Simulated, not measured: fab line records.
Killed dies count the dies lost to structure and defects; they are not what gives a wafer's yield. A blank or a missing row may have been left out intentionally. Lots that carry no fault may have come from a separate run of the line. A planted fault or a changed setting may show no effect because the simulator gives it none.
One fault seen from 2 desks -- flow gf180mcu -- each desk holds nothing but its own numbers, with what lay behind them at the end

## TOOL OWNER'S DESK, implanter-03
For each lot that ran on this tool, the mean over its sampled wafers that have a number, from the tool's own readings at GF_PSD_IMPLANT_09. If a lot's mean is further than 4 standard deviations from the usual mean, the lot is out of limits and carries the mark OUT (the distance appears in the brackets).
Columns: A = beam-energy-keV at GF_PSD_IMPLANT_09, usual 39.996; B = beam-on-s at GF_PSD_IMPLANT_09, usual 9.98 s; C = tilt-deg at GF_PSD_IMPLANT_09, usual 7.001 degrees
lot,first seen here,A,B,C
L140,day 15 10:32,40.015,9.99,7.019
L143,day 16 13:53,36.322 (-99 or more) OUT,10.09,7.003
L144,day 16 18:44,36.318 (-99 or more) OUT,10.06,7.006
L145,day 17 07:20,36.302 (-99 or more) OUT,9.80,7.025
L153,day 20 03:44,39.982,9.76,7.001
L154,day 20 11:49,39.989,9.94,7.000
L156,day 21 11:11,39.983,10.04,6.998
L159,day 22 06:08,39.982,9.96,7.001
This desk's finding: out of limits on L143, L144, L145; first on L143, day 16 13:53 (beam-energy-keV at GF_PSD_IMPLANT_09). L140, L153, L154, L156, L159: within limits.

## FROM THE METROLOGY DESK
What the gauges read for every lot (on any tool): the sampled wafers with a number, averaged. If a lot's mean is further than 4 standard deviations from the usual mean, the lot is out of limits and carries the mark OUT (the distance appears in the brackets).
Columns: A = PSD_TW at GF_PSD_TW_MEAS_11, usual 3196; B = PSD_RS at GF_PSD_RS_MEAS_15, usual 108.62 ohm/sq; C = PASSIVATION_CVD_02_THK at GF_PASSIVATION_THK_MEAS_03, usual 702 nm
lot,first seen here,A,B,C
L136,day 14 05:31,3181,108.79,690
L137,day 14 15:25,3171,108.81,700
L140,day 15 10:47,3177,109.01,697
L143,day 16 14:07,3120,113.57 (+18) OUT,707
L144,day 16 18:59,3119,113.48 (+17) OUT,705
L145,day 17 07:35,3129,113.58 (+18) OUT,689
L148,day 18 10:28,3174,108.71,697
L153,day 20 03:59,3144,108.46,701
L154,day 20 12:04,3241,108.59,712
L156,day 21 11:24,3197,108.64,710
L159,day 22 06:23,3232,108.36,699
This desk's finding: out of limits on L143, L144, L145; first on L143, day 16 14:26 (PSD_RS at GF_PSD_RS_MEAS_15). L136, L137, L140, L148, L153, L154, L156, L159: within limits.

## BROUGHT TOGETHER
At day 16 13:53, on L143, L144, L145, the tool owner's desk was in a position to raise an alarm.
An alarm was possible from the metrology desk at day 16 14:26, on L143, L144, L145.
All the named lots went through GF_PSD_IMPLANT_09 on implanter-03.

## WHAT THE SIMULATOR PUT IN
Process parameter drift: implanter-03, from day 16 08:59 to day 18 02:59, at GF_PSD_IMPLANT_09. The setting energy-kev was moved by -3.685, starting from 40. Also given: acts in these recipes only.
Shown lots that were struck: L143, L144, L145.
Time in hours from fault onset to the first out-of-limits reading at each desk: tool owner's desk 5, metrology desk 5.
